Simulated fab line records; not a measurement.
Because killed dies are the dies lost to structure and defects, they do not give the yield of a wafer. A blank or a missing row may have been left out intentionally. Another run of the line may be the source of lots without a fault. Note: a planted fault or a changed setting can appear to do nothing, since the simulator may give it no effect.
Matching of chambers || flow gf180mcu || 4 sister chambers for GF_V1_CMP_26 on cmp-02
The step polishes, stops on SiO2, t overpolish 15 s, target thk 0 nm. 4 wafers are shown with their chamber, then 7 later ones without.

WAFERS WITH THEIR CHAMBER
{"wafer": "L676.4", "chamber": 3, "motor-current-A (A)": 12.5}
{"wafer": "L676.5", "chamber": 1, "motor-current-A (A)": 12.6}
{"wafer": "L683.1", "chamber": 0, "motor-current-A (A)": 12.0}
{"wafer": "L683.4", "chamber": 2, "motor-current-A (A)": 10.1}

WAFERS WITH NO CHAMBER GIVEN
{"wafer": "L683.6", "motor-current-A (A)": 10.5}
{"wafer": "L686.2", "motor-current-A (A)": 11.4}
{"wafer": "L686.3", "motor-current-A (A)": 12.7}
{"wafer": "L686.6", "motor-current-A (A)": 11.7}
{"wafer": "L688.2", "motor-current-A (A)": 11.7}
{"wafer": "L688.5", "motor-current-A (A)": 12.0}
{"wafer": "L688.6", "motor-current-A (A)": 12.5}

EACH ONE'S CHAMBER
{"wafer": "L683.6", "from the rows above": 2, "in truth": 2}
{"wafer": "L686.2", "from the rows above": "can't be placed: 0 or 3 or 1", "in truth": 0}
{"wafer": "L686.3", "from the rows above": "can't be placed: 1 or 3 or 0", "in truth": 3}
{"wafer": "L686.6", "from the rows above": "can't be placed: 0 or 3 or 1", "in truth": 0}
{"wafer": "L688.2", "from the rows above": "can't be placed: 0 or 3 or 1", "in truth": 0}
{"wafer": "L688.5", "from the rows above": "can't be placed: 0 or 3 or 1", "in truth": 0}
{"wafer": "L688.6", "from the rows above": "can't be placed: 3 or 1 or 0", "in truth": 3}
1 of 7 placed correctly. Unplaceable from these rows: 6, with the true chamber sitting among the candidates in 6. Placed wrongly: 0.
How it was worked out, from the rows above alone: a wafer's distance from a chamber is the root of the sum, over the readings, of the square of ((its reading less the chamber's mean) divided by the reading's scatter). If the next closest chamber is less than 2 further off than the closest, the wafer can't be placed; otherwise it belongs to the closest. The mean given for a chamber averages the wafers shown for that chamber. The scatter (one wafer shown for each chamber): square how far every hidden wafer sits from the nearest shown wafer, average those squares and take the square root.
